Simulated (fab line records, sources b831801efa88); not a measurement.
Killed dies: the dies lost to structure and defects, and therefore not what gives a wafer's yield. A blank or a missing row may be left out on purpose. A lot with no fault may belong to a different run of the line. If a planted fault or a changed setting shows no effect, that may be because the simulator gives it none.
One fault seen from 2 desks :: flow sky130 :: each desk holds nothing but its own numbers, with what lay behind them at the end

AT THE METROLOGY DESK
What the gauges read, lot by lot, whatever tool the lot ran on: means of the sampled wafers that have a number. A lot is out of limits, marked OUT, if its mean lies more than 4 standard deviations from the usual mean; the brackets give that distance.
Columns: A = LOCAL_INTERCONNECT_TIN_RS at SKY_LOCAL_INTERCONNECT_RS_MEAS_01, usual 14.08 ohm/sq; B = LOCAL_INTERCONNECT_TIN_THK at SKY_LOCAL_INTERCONNECT_THK_MEAS_02, usual 100.4 nm; C = cd nm at SKY_LOCAL_INTERCONNECT_CD_MEAS_11, usual 170.4 nm; D = LOCAL_INTERCONNECT_OVL at SKY_LOCAL_INTERCONNECT_OVL_MEAS_12, usual -1 nm
lot: L864
first seen here: day 31 09:21
A: 14.05
B: 100.7
C: 171.5
D: 2

lot: L865
first seen here: day 31 13:52
A: 13.83
B: 101.8
C: 169.1
D: -3

lot: L868
first seen here: day 32 13:09
A: 14.18
B: 99.9
C: 170.7
D: -6

lot: L875
first seen here: day 35 21:06
A: 14.33
B: 99.2
C: 171.1
D: 1

lot: L878
first seen here: day 36 01:20
A: 13.99
B: 101.3
C: 170.4
D: -6

lot: L877
first seen here: day 36 02:49
A: 14.39
B: 98.6
C: 170.4
D: -2

lot: L879
first seen here: day 36 05:17
A: 14.40
B: 97.9
C: 170.8
D: -2
Result from this desk: across the 7 lots, nothing is out of limits.

DESK OF THE TOOL OWNER: rie metal-01
The tool's own readings at SKY_LOCAL_INTERCONNECT_ETCH_13 (etches BARC in N2/H2, stops on SiO2, time 45.9 s, target depth 60 nm): means of the sampled wafers that have a number, for each lot that ran on this tool. A lot is out of limits, marked OUT, if its mean lies more than 4 standard deviations from the usual mean; the brackets give that distance.
Columns: A = drypump motor current A at SKY_LOCAL_INTERCONNECT_ETCH_13, usual 5.8 A; B = h2 flow sccm at SKY_LOCAL_INTERCONNECT_ETCH_13, usual 199.9 sccm; C = oes product au at SKY_LOCAL_INTERCONNECT_ETCH_13, usual 0.853 a.u.; D = rf fwd power W at SKY_LOCAL_INTERCONNECT_ETCH_13, usual 494.0 W; E = throttle valve pct at SKY_LOCAL_INTERCONNECT_ETCH_13, usual 13.225 %
lot: L865
first seen here: day 32 17:01
A: 6.3
B: 200.5
C: 0.855
D: 495.4
E: 13.224

lot: L875
first seen here: day 36 23:28
A: 5.0
B: 200.0
C: 0.853
D: 496.3
E: 13.215

lot: L878
first seen here: day 37 03:37
A: 6.3
B: 200.0
C: 0.858
D: 494.4
E: 13.231

lot: L877
first seen here: day 37 05:31
A: 5.0
B: 199.9
C: 0.855
D: 495.1
E: 13.233
Result from this desk: across the 4 lots, nothing is out of limits.

TAKEN TOGETHER
Metrology desk: nothing out of limits seen.
The tool owner's desk saw nothing out of limits.

WHAT WAS PUT IN BY THE SIMULATOR
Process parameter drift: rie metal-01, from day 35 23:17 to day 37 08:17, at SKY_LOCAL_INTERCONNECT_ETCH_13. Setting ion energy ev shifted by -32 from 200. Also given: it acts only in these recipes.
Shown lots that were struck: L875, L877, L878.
